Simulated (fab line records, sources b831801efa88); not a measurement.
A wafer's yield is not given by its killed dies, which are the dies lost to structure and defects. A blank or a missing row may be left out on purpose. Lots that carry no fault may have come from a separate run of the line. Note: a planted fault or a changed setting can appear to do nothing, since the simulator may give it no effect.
Which tool is to blame? / flow sky130 / Sampling: 12 lots, 36 wafers, 5 of 708 route steps

## WHAT THE GAUGES READ, wafer by wafer
SKY_VT_ADJUST_HVTR_OVL_MEAS_08. Usual: VT_ADJUST_HVTR_OVL gives 0.6 nm (standard deviation 1.3).
lot=L699; measured=day 9 10:50; on=overlay-01; VT_ADJUST_HVTR_OVL (nm)=-0.9 -0.5 -0.5; flag=
lot=L701; measured=day 10 10:06; on=overlay-01; VT_ADJUST_HVTR_OVL (nm)=0.2 0.0 -1.1; flag=
lot=L706; measured=day 11 16:02; on=overlay-01; VT_ADJUST_HVTR_OVL (nm)=0.5 1.1 -0.7; flag=
lot=L708; measured=day 12 07:35; on=overlay-02; VT_ADJUST_HVTR_OVL (nm)=0.9 1.5 1.0; flag=
lot=L709; measured=day 12 14:49; on=overlay-02; VT_ADJUST_HVTR_OVL (nm)=1.9 3.6 4.2; flag=
lot=L713; measured=day 13 22:55; on=overlay-02; VT_ADJUST_HVTR_OVL (nm)=-0.8 2.7 0.7; flag=
lot=L714; measured=day 14 16:21; on=overlay-01; VT_ADJUST_HVTR_OVL (nm)=1.6 0.0 3.1; flag=
lot=L717; measured=day 15 03:53; on=overlay-02; VT_ADJUST_HVTR_OVL (nm)=0.4 1.9 1.0; flag=
lot=L720; measured=day 15 15:47; on=overlay-02; VT_ADJUST_HVTR_OVL (nm)=1.2 -0.8 -0.7; flag=
lot=L719; measured=day 15 18:32; on=overlay-02; VT_ADJUST_HVTR_OVL (nm)=0.7 0.6 0.6; flag=
lot=L721; measured=day 16 00:43; on=overlay-02; VT_ADJUST_HVTR_OVL (nm)=-0.1 0.4 1.6; flag=
lot=L722; measured=day 16 12:05; on=overlay-01; VT_ADJUST_HVTR_OVL (nm)=0.6 -0.6 -0.6; flag=

SKY_VT_ADJUST_HVTR_TW_MEAS_11. Usual: VT_ADJUST_HVTR_TW gives 210.6 (standard deviation 2).
lot=L699; measured=day 9 11:08; on=film_metro-01; VT_ADJUST_HVTR_TW=214.2 215.1 213.4; flag=
lot=L701; measured=day 10 10:23; on=film_metro-02; VT_ADJUST_HVTR_TW=209.1 211.5 210.7; flag=
lot=L706; measured=day 11 16:19; on=film_metro-02; VT_ADJUST_HVTR_TW=221.6 220.0 221.4; flag=OFF
lot=L708; measured=day 12 07:53; on=film_metro-02; VT_ADJUST_HVTR_TW=218.9 221.4 220.9; flag=OFF
lot=L709; measured=day 12 15:07; on=film_metro-02; VT_ADJUST_HVTR_TW=221.8 222.3 220.9; flag=OFF
lot=L713; measured=day 13 23:12; on=film_metro-01; VT_ADJUST_HVTR_TW=213.9 214.7 212.8; flag=
lot=L714; measured=day 14 16:39; on=film_metro-03; VT_ADJUST_HVTR_TW=211.4 211.1 211.4; flag=
lot=L717; measured=day 15 04:11; on=film_metro-03; VT_ADJUST_HVTR_TW=208.1 209.4 210.4; flag=
lot=L720; measured=day 15 16:05; on=film_metro-03; VT_ADJUST_HVTR_TW=209.6 208.7 209.8; flag=
lot=L719; measured=day 15 18:49; on=film_metro-01; VT_ADJUST_HVTR_TW=212.8 213.6 213.0; flag=
lot=L721; measured=day 16 01:01; on=film_metro-03; VT_ADJUST_HVTR_TW=210.9 212.0 212.1; flag=
lot=L722; measured=day 16 12:23; on=film_metro-03; VT_ADJUST_HVTR_TW=211.5 211.6 211.1; flag=

SKY_SONOS_ONO_THK_MEAS_01. Usual: SONOS_ONO_OXIDATION_THK gives 2.60 nm (standard deviation 0.069).
lot=L699; measured=day 11 10:00; on=film_metro-04; SONOS_ONO_OXIDATION_THK (nm)=2.64 2.66 2.64; flag=
lot=L701; measured=day 12 13:07; on=film_metro-04; SONOS_ONO_OXIDATION_THK (nm)=2.53 2.55 2.56; flag=
lot=L706; measured=day 13 21:31; on=film_metro-02; SONOS_ONO_OXIDATION_THK (nm)=2.54 2.57 2.50; flag=
lot=L708; measured=day 14 14:58; on=film_metro-04; SONOS_ONO_OXIDATION_THK (nm)=2.57 2.59 2.58; flag=
lot=L709; measured=day 14 23:17; on=film_metro-03; SONOS_ONO_OXIDATION_THK (nm)=2.58 2.58 2.56; flag=
lot=L713; measured=day 16 06:04; on=film_metro-03; SONOS_ONO_OXIDATION_THK (nm)=2.71 2.73 2.72; flag=
lot=L714; measured=day 17 00:55; on=film_metro-02; SONOS_ONO_OXIDATION_THK (nm)=2.58 2.53 2.58; flag=
lot=L717; measured=day 17 14:28; on=film_metro-03; SONOS_ONO_OXIDATION_THK (nm)=2.61 2.64 2.63; flag=
lot=L720; measured=day 18 02:31; on=film_metro-02; SONOS_ONO_OXIDATION_THK (nm)=2.59 2.67 2.61; flag=
lot=L719; measured=day 18 06:37; on=film_metro-02; SONOS_ONO_OXIDATION_THK (nm)=2.64 2.63 2.68; flag=
lot=L721; measured=day 18 12:46; on=film_metro-04; SONOS_ONO_OXIDATION_THK (nm)=2.60 2.60 2.65; flag=
lot=L722; measured=day 19 02:31; on=film_metro-03; SONOS_ONO_OXIDATION_THK (nm)=2.64 2.67 2.66; flag=

## WHICH TOOL RAN EACH LOT (tool, then ch and the chambers of the sampled wafers, then the start)
lot=L699; SKY_VT_ADJUST_LVTN_STRIP_20=plasma_asher-01 ch 0,1, day 7 17:40; SKY_VT_ADJUST_HVTR_IMPLANT_09=implanter-02 ch 0, day 9 10:53
lot=L701; SKY_VT_ADJUST_LVTN_STRIP_20=plasma_asher-01 ch 0,1, day 8 14:55; SKY_VT_ADJUST_HVTR_IMPLANT_09=implanter-03 ch 0, day 10 10:09
lot=L706; SKY_VT_ADJUST_LVTN_STRIP_20=plasma_asher-03 ch 0,1, day 9 18:09; SKY_VT_ADJUST_HVTR_IMPLANT_09=implanter-03 ch 0, day 11 16:04
lot=L708; SKY_VT_ADJUST_LVTN_STRIP_20=plasma_asher-04 ch 0,1, day 10 08:42; SKY_VT_ADJUST_HVTR_IMPLANT_09=implanter-03 ch 0, day 12 07:40
lot=L709; SKY_VT_ADJUST_LVTN_STRIP_20=plasma_asher-03 ch 0,1, day 10 15:21; SKY_VT_ADJUST_HVTR_IMPLANT_09=implanter-03 ch 0, day 12 14:53
lot=L713; SKY_VT_ADJUST_LVTN_STRIP_20=plasma_asher-03 ch 0,1, day 11 20:45; SKY_VT_ADJUST_HVTR_IMPLANT_09=implanter-04 ch 0, day 13 22:58
lot=L714; SKY_VT_ADJUST_LVTN_STRIP_20=plasma_asher-04 ch 0,1, day 12 13:02; SKY_VT_ADJUST_HVTR_IMPLANT_09=implanter-04 ch 0, day 14 16:26
lot=L717; SKY_VT_ADJUST_LVTN_STRIP_20=plasma_asher-01 ch 0,1, day 12 23:36; SKY_VT_ADJUST_HVTR_IMPLANT_09=implanter-03 ch 0, day 15 03:56
lot=L720; SKY_VT_ADJUST_LVTN_STRIP_20=plasma_asher-01 ch 0,1, day 13 10:57; SKY_VT_ADJUST_HVTR_IMPLANT_09=implanter-02 ch 0, day 15 15:50
lot=L719; SKY_VT_ADJUST_LVTN_STRIP_20=plasma_asher-04 ch 0,1, day 13 13:39; SKY_VT_ADJUST_HVTR_IMPLANT_09=implanter-03 ch 0, day 15 18:34
lot=L721; SKY_VT_ADJUST_LVTN_STRIP_20=plasma_asher-03 ch 0,1, day 13 20:24; SKY_VT_ADJUST_HVTR_IMPLANT_09=implanter-02 ch 0, day 16 00:47
lot=L722; SKY_VT_ADJUST_LVTN_STRIP_20=plasma_asher-01 ch 0,1, day 14 06:15; SKY_VT_ADJUST_HVTR_IMPLANT_09=implanter-04 ch 0, day 16 12:08
- SKY_VT_ADJUST_LVTN_STRIP_20: strips in O2/N2.
- SKY_VT_ADJUST_HVTR_IMPLANT_09

## WHAT THE TOOLS THEMSELVES READ (means of the sampled wafers that have a number; where no wafer has one, the mark that the record gives instead)
SKY_VT_ADJUST_LVTN_STRIP_20. Usual: drypump_motor_current_A 5.61 A, standard deviation 0.21; oes_product_au 0.715 a.u., standard deviation 0.0048; strip_time_to_endpoint_s 14.19 s, standard deviation 0.044.
lot=L699; tool=plasma_asher-01; drypump_motor_current_A (A)=5.49; oes_product_au (a.u.)=0.717; strip_time_to_endpoint_s (s)=14.17; flag=
lot=L701; tool=plasma_asher-01; drypump_motor_current_A (A)=5.49; oes_product_au (a.u.)=0.716; strip_time_to_endpoint_s (s)=14.27; flag=
lot=L706; tool=plasma_asher-03; drypump_motor_current_A (A)=5.43; oes_product_au (a.u.)=0.713; strip_time_to_endpoint_s (s)=14.21; flag=
lot=L708; tool=plasma_asher-04; drypump_motor_current_A (A)=5.86; oes_product_au (a.u.)=0.712; strip_time_to_endpoint_s (s)=14.19; flag=
lot=L709; tool=plasma_asher-03; drypump_motor_current_A (A)=5.44; oes_product_au (a.u.)=0.715; strip_time_to_endpoint_s (s)=14.14; flag=
lot=L713; tool=plasma_asher-03; drypump_motor_current_A (A)=5.42; oes_product_au (a.u.)=0.719; strip_time_to_endpoint_s (s)=14.19; flag=
lot=L714; tool=plasma_asher-04; drypump_motor_current_A (A)=5.76; oes_product_au (a.u.)=0.715; strip_time_to_endpoint_s (s)=14.23; flag=
lot=L717; tool=plasma_asher-01; drypump_motor_current_A (A)=5.49; oes_product_au (a.u.)=0.718; strip_time_to_endpoint_s (s)=14.21; flag=
lot=L720; tool=plasma_asher-01; drypump_motor_current_A (A)=5.54; oes_product_au (a.u.)=0.716; strip_time_to_endpoint_s (s)=14.16; flag=
lot=L719; tool=plasma_asher-04; drypump_motor_current_A (A)=5.76; oes_product_au (a.u.)=0.713; strip_time_to_endpoint_s (s)=14.21; flag=
lot=L721; tool=plasma_asher-03; drypump_motor_current_A (A)=5.59; oes_product_au (a.u.)=0.717; strip_time_to_endpoint_s (s)=14.16; flag=
lot=L722; tool=plasma_asher-01; drypump_motor_current_A (A)=5.50; oes_product_au (a.u.)=0.717; strip_time_to_endpoint_s (s)=14.17; flag=

SKY_VT_ADJUST_HVTR_IMPLANT_09. Usual: beam_on_s 10.00 s, standard deviation 0.2; end_station_pressure_torr 5.01e-06 Torr, standard deviation 2.6e-07; faraday_current_uA 11.84, standard deviation 0.24.
lot=L699; tool=implanter-02; beam_on_s (s)=10.03; end_station_pressure_torr (Torr)=5.05e-06; faraday_current_uA=11.79; flag=
lot=L701; tool=implanter-03; beam_on_s (s)=9.92; end_station_pressure_torr (Torr)=5.09e-06; faraday_current_uA=11.92; flag=
lot=L706; tool=implanter-03; beam_on_s (s)=12.21; end_station_pressure_torr (Torr)=9.49e-05; faraday_current_uA=9.79; flag=OFF
lot=L708; tool=implanter-03; beam_on_s (s)=12.10; end_station_pressure_torr (Torr)=1.00e-04; faraday_current_uA=9.90; flag=OFF
lot=L709; tool=implanter-03; beam_on_s (s)=12.12; end_station_pressure_torr (Torr)=9.74e-05; faraday_current_uA=9.87; flag=OFF
lot=L713; tool=implanter-04; beam_on_s (s)=9.90; end_station_pressure_torr (Torr)=4.84e-06; faraday_current_uA=11.93; flag=
lot=L714; tool=implanter-04; beam_on_s (s)=10.02; end_station_pressure_torr (Torr)=4.91e-06; faraday_current_uA=11.81; flag=
lot=L717; tool=implanter-03; beam_on_s (s)=9.96; end_station_pressure_torr (Torr)=4.82e-06; faraday_current_uA=11.90; flag=
lot=L720; tool=implanter-02; beam_on_s (s)=10.12; end_station_pressure_torr (Torr)=5.10e-06; faraday_current_uA=11.70; flag=
lot=L719; tool=implanter-03; beam_on_s (s)=10.07; end_station_pressure_torr (Torr)=5.04e-06; faraday_current_uA=11.76; flag=
lot=L721; tool=implanter-02; beam_on_s (s)=10.05; end_station_pressure_torr (Torr)=5.12e-06; faraday_current_uA=11.81; flag=
lot=L722; tool=implanter-04; beam_on_s (s)=9.91; end_station_pressure_torr (Torr)=5.05e-06; faraday_current_uA=11.99; flag=

## THE ANSWER, worked out from the rows above alone
Rule: a lot counts as off when the mean over its wafers that have a number is more than 3 standard deviations away from the usual mean. Also off: a lot with no number at a reading for which 4 or more lots have one. All remaining lots with rows at the step are treated as sound. The gauges are gone through in route order, then the tools' own readings, and for those a lot's mean is taken as printed above. The first step at which some lot is off is used, and at that step the reading that is off furthest; a lot without a number counts as furthest.
Off: L706, L708, L709, seen at SKY_VT_ADJUST_HVTR_TW_MEAS_11 (VT_ADJUST_HVTR_TW).
If a tool, at a process step before that reading, ran all the lots that are off and no sound lot after the first of them, it fits. Not tried: the gauges at SKY_VT_ADJUST_HVTR_TW_MEAS_11; whatever is off there is also off at SKY_VT_ADJUST_HVTR_IMPLANT_09, on other tools, and gauge error can't account for it. Of those tried, none fits.

## WHAT THE SIMULATOR HAD PUT IN
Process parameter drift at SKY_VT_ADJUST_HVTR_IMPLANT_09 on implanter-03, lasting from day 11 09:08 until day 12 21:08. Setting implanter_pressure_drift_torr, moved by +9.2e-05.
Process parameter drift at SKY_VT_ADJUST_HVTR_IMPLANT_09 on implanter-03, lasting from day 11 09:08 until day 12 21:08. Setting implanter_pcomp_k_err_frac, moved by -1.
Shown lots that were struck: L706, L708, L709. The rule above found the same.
